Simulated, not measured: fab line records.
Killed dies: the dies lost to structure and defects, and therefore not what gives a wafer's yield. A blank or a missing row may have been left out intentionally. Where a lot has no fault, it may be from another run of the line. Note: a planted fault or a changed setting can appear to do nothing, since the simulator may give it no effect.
fab line records | flow sky130
[record] lots = 7 | wafers = 21 | last_day = 50
route steps=708 shown METAL4@637 VIA4@639
lots with no fault: from the same line, run without faults
start_h: the number of hours between the record's first day and the start of the first shown wafer of the lot | wait_h: hours elapsed since this lot's preceding step | " as in the row above | L1.1+2: a single row standing in for several wafers | - no value present, or no start provided | * or withheld: withheld | < > ~ a bound
route shown NAME@n: NAME is a module with steps in the file, n the number in the route of the first one | usual: mean and standard deviation over wafers with no fault | same: alike in all rows | chamber/n: place in a boat | sites: per-site readings | _std_site: the values' standard deviation | _edge_site: mean of outer sites minus mean of inner sites | radius_mm: for every site, how far away it sits from the centre of the wafer | mask NAME#n: copy n | behind: the last tool/chamber to shape the wafer | hold: why the lot was held/for how many hours/how that ended | device: which transistor (n, p or np) failed to switch | end of line: the route-end tests of the same wafers | a step without rows: its recipe alone | killed: the dies lost at the first sort to structure and to defects; this is not the yield of the wafer | map: per-die view of a wafer (x killed, . not killed, _ where there is no die)
set.NAME: the setting that was run; set.NAME@STEP: the one run at that earlier step | model.NAME: the simulator's own value behind a step, which no gauge read
lots at some steps of the route; a table a step, a row a wafer
services: the hour from which a tool's chamber was out of use, counted from the record's first day as start_h (under 0 if before that day), plus the number of hours and why
[[steps]]
[step SKY_METAL4_CLEAN_21]
[recipe] chemistry = IPA | time_s = 180 | temp_c = 25
[step SKY_METAL4_CLEAN_22]
[recipe] chemistry = O3/DIW | dry = n2_spin
[step SKY_VIA4_HDPCVD_00]
[recipe] material = SiO2 | target_thk_nm = 1750 | sigma_open_frac = 0.3 | time_s = 291.7 | temp_c = 400 | sih4_flow_sccm = 60 | pressure_mtorr = 6
[step SKY_VIA4_THK_MEAS_01]
[recipe] reads = SiO2_of_VIA4_HDPCVD_00
[usual] VIA4_HDPCVD_THK = 1732/17
lot.wafer | tool          | chamber | start_h | wait_h | VIA4_HDPCVD_THK[nm]
L197.2    | film_metro-04 | -       | 1028.54 | 0.1    | 1720
L197.3    | "             | -       | "       | "      | 1722
L197.4    | "             | -       | "       | "      | 1703
L204.3    | film_metro-04 | -       | 1065.60 | 0.1    | 1753
L204.5    | "             | -       | "       | "      | 1741
L204.6    | "             | -       | "       | "      | 1738
L206.1    | film_metro-01 | -       | 1091.66 | 0.1    | 1731
L206.2    | "             | -       | "       | "      | 1739
L206.4    | "             | -       | "       | "      | 1726
L207.1    | film_metro-04 | -       | 1092.05 | 0.1    | 1738
L207.3    | "             | -       | "       | "      | 1738
L207.6    | "             | -       | "       | "      | 1761
L205.1    | film_metro-03 | -       | 1092.35 | 0.1    | 1721
L205.3    | "             | -       | "       | "      | 1721
L205.6    | "             | -       | "       | "      | 1747
L212.2    | film_metro-01 | -       | 1127.14 | 0.1    | 1748
L212.4    | "             | -       | "       | "      | 1719
L212.5    | "             | -       | "       | "      | 1748
L211.2    | film_metro-04 | -       | 1128.00 | 0.1    | 1730
L211.4    | "             | -       | "       | "      | 1731
L211.5    | "             | -       | "       | "      | 1725
[step SKY_VIA4_CMP_02]
[recipe] material = SiO2 | down_force_psi = 4 | platen_rpm = 60 | pad_velocity_m_s = 0.94248
[usual] motor_current_A = 11.3/1.1 | retaining_ring_pressure_frac = 1.001/0.0051 | slurry_flow_ml_min = 150.0/0.5
lot.wafer | tool   | chamber | start_h | wait_h | motor_current_A | retaining_ring_pressure_frac | slurry_flow_ml_min
L197.4    | cmp-02 | 0       | 1028.59 | 0.0    | 13.1            | 0.991                        | 149.5
L197.3    | "      | 1       | "       | "      | 11.5            | 0.994                        | 148.9
L197.2    | "      | 2       | "       | "      | 9.9             | 1.003                        | 149.6
L204.3    | cmp-02 | 1       | 1065.74 | 0.1    | 11.4            | 1.000                        | 150.4
L204.6    | "      | 3       | "       | "      | 11.5            | 1.004                        | 150.0
L204.5    | "      | 0       | "       | "      | 13.6            | 0.994                        | 149.6
L206.2    | cmp-01 | 2       | 1091.72 | 0.0    | 12.0            | 1.000                        | 149.1
L206.4    | "      | 0       | "       | "      | 11.3            | 0.998                        | 150.2
L206.1    | "      | 1       | "       | "      | 8.9             | 0.992                        | 150.2
L207.3    | cmp-02 | 1       | 1092.16 | 0.1    | 11.1            | 1.004                        | 149.6
L207.1    | "      | 2       | "       | "      | 9.9             | 1.004                        | 150.4
L207.6    | "      | 0       | "       | "      | 13.2            | 0.997                        | 150.0
L205.3    | cmp-01 | 2       | 1092.49 | 0.1    | 11.9            | 1.003                        | 149.6
L205.1    | "      | 0       | "       | "      | 11.5            | 1.000                        | 149.5
L205.6    | "      | 3       | "       | "      | 11.5            | 1.003                        | 150.0
L212.2    | cmp-01 | 3       | 1127.24 | 0.1    | 11.4            | 0.999                        | 150.2
L212.4    | "      | 1       | "       | "      | 9.5             | 0.994                        | 149.6
L212.5    | "      | 3       | "       | "      | 10.2            | 1.003                        | 150.5
L211.4    | cmp-01 | 2       | 1128.05 | 0.0    | 12.6            | 1.001                        | 149.2
L211.2    | "      | 1       | "       | "      | 9.3             | 1.001                        | 149.2
L211.5    | "      | 2       | "       | "      | 11.7            | 0.997                        | 148.5
[step SKY_VIA4_BOW_MEAS_03]
[recipe] mode = bow
[usual] VIA4_BOW = 81/8.5
lot.wafer | tool          | chamber | start_h | wait_h | VIA4_BOW[um]
L197.2    | film_metro-01 | -       | 1028.91 | 0.2    | 97
L197.3    | "             | -       | "       | "      | 81
L197.4    | "             | -       | "       | "      | 81
L204.3    | film_metro-04 | -       | 1065.98 | 0.2    | 69
L204.5    | "             | -       | "       | "      | 71
L204.6    | "             | -       | "       | "      | 66
L206.1    | film_metro-03 | -       | 1092.02 | 0.1    | 84
L206.2    | "             | -       | "       | "      | 86
L206.4    | "             | -       | "       | "      | 75
L207.1    | film_metro-01 | -       | 1092.41 | 0.1    | 74
L207.3    | "             | -       | "       | "      | 94
L207.6    | "             | -       | "       | "      | 80
L205.1    | film_metro-04 | -       | 1092.81 | 0.2    | 85
L205.3    | "             | -       | "       | "      | 75
L205.6    | "             | -       | "       | "      | 73
L212.2    | film_metro-03 | -       | 1127.51 | 0.2    | 81
L212.4    | "             | -       | "       | "      | 74
L212.5    | "             | -       | "       | "      | 80
L211.2    | film_metro-01 | -       | 1128.37 | 0.1    | 85
L211.4    | "             | -       | "       | "      | 80
L211.5    | "             | -       | "       | "      | 81
[step SKY_VIA4_DEHYDRATE_04]
[recipe] temp_c = 200 | time_s = 60
[step SKY_VIA4_HMDS_05]
[recipe] prime_time_s = 60 | prime_temp_c = 120
[step SKY_VIA4_COAT_06]
[recipe] resist = NOVOLAK | spin_rpm = 3000 | resist_thk_nm = 1140
[step SKY_VIA4_SOFTBAKE_07]
[recipe] temp_c = 90 | time_s = 60 | resist = NOVOLAK
[step SKY_VIA4_EXPOSE_08]
[recipe] mask_id = VIM4 | na = 0.6 | source_shape = conventional | sigma_outer = 0.6 | polarization = unpolarized | target_cd_nm = 800 | dose_mj = 132
[step SKY_VIA4_PEB_09]
[recipe] temp_c = withheld | time_s = * | resist = NOVOLAK
[step SKY_VIA4_DEVELOP_10]
[recipe] resist = NOVOLAK | developer = TMAH | develop_time_s = 60 | dev_temp_c = 23
[usual] chill_plate_temp_C = 22.99/0.11 | develop_time_s = 60/0
lot.wafer | tool           | chamber | start_h | wait_h | chill_plate_temp_C | develop_time_s
L197.2    | litho_track-02 | 0       | 1050.59 | 0.1    | 22.91              | 60
L197.3    | "              | 0       | "       | "      | 22.90              | 60
L197.4    | "              | 0       | "       | "      | 23.04              | 60
L204.3    | litho_track-01 | -       | 1086.42 | 0.1    | -                  | -
L204.5    | "              | -       | "       | "      | -                  | -
L204.6    | "              | -       | "       | "      | -                  | -
L206.1    | litho_track-01 | -       | 1112.42 | 0.1    | -                  | -
L206.2    | "              | -       | "       | "      | -                  | -
L206.4    | "              | -       | "       | "      | -                  | -
L207.1    | litho_track-02 | -       | 1112.66 | 0.1    | -                  | -
L207.3    | "              | -       | "       | "      | -                  | -
L207.6    | "              | -       | "       | "      | -                  | -
L205.1    | litho_track-01 | 0       | 1112.72 | 0.1    | 22.87              | 60
L205.3    | "              | 0       | "       | "      | 23.03              | 60
L205.6    | "              | 0       | "       | "      | 22.81              | 60
L212.2    | litho_track-02 | 0       | 1145.79 | 0.1    | 22.97              | 60
L212.4    | "              | 0       | "       | "      | 23.21              | 60
L212.5    | "              | 0       | "       | "      | 22.98              | 60
L211.2    | litho_track-03 | 0       | 1146.00 | 0.1    | 22.95              | 60
L211.4    | "              | 0       | "       | "      | 23.03              | 60
L211.5    | "              | 0       | "       | "      | 23.00              | 60
[step SKY_VIA4_OVL_MEAS_11]
[usual] VIA4_OVL = 0.5/1.6
lot.wafer | tool       | chamber | start_h | wait_h | VIA4_OVL[nm]
L197.2    | overlay-01 | -       | 1050.72 | 0.1    | 1.4
L197.3    | "          | -       | "       | "      | 3.2
L197.4    | "          | -       | "       | "      | 1.9
L204.3    | overlay-02 | -       | 1086.53 | 0.1    | -
L204.5    | "          | -       | "       | "      | -
L204.6    | "          | -       | "       | "      | -
L206.1    | overlay-02 | -       | 1112.57 | 0.1    | -
L206.2    | "          | -       | "       | "      | -
L206.4    | "          | -       | "       | "      | -
L207.1    | overlay-01 | -       | 1112.81 | 0.1    | -
L207.3    | "          | -       | "       | "      | -
L207.6    | "          | -       | "       | "      | -
L205.1    | overlay-02 | -       | 1112.87 | 0.1    | -0.3
L205.3    | "          | -       | "       | "      | 1.1
L205.6    | "          | -       | "       | "      | 0.2
L212.2    | overlay-01 | -       | 1145.92 | 0.1    | 2.8
L212.4    | "          | -       | "       | "      | 2.4
L212.5    | "          | -       | "       | "      | 2.4
L211.2    | overlay-01 | -       | 1146.13 | 0.1    | -1.1
L211.4    | "          | -       | "       | "      | -0.9
L211.5    | "          | -       | "       | "      | -0.8
[[services]]
tool   | chamber | start_h | hours | kind
cmp-01 | -       | 1014.24 | 1.1   | repair
cmp-02 | -       | 1018.10 | 4.3   | pm
cmp-01 | -       | 1023.64 | 3.4   | repair
cmp-01 | -       | 1084.08 | 4.0   | pm
cmp-01 | -       | 1088.08 | -     | consumable_replace:conditioner
cmp-01 | -       | 1088.08 | -     | consumable_replace:pad
cmp-01 | -       | 1098.68 | 3.2   | repair
cmp-02 | -       | 1139.08 | 17.4  | pm
[[key]]
[first_sign] step = SKY_VIA4_DEVELOP_10 | reading = tool_record | direction = missing
effect none on later readings
met_at SKY_VIA4_DEVELOP_10
struck_wafers L204.3,L204.5,L204.6,L206.1,L206.2,L206.4,L207.1,L207.3,L207.6
later_rows_left_out L204.3,L204.5,L204.6,L206.1,L206.2,L206.4,L207.1,L207.3,L207.6
sort_left_out L204.3,L204.5,L204.6,L206.1,L206.2,L206.4,L207.1,L207.3,L207.6
onset_between 1050.59 1086.42
[fault] kind = skipped_step_whole | tool = litho_track-01,litho_track-02 | chamber = - | onset_h = 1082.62 | steps = SKY_VIA4_DEVELOP_10 | scope = struck_lots_only
// sort_left_out: the simulated sort isn't trusted on such a fault, so these wafers' sort isn't shown, and their yield isn't known
// later_rows_left_out: the simulator's readings of these wafers behind a module that went badly wrong aren't trusted and aren't shown, but for the sort
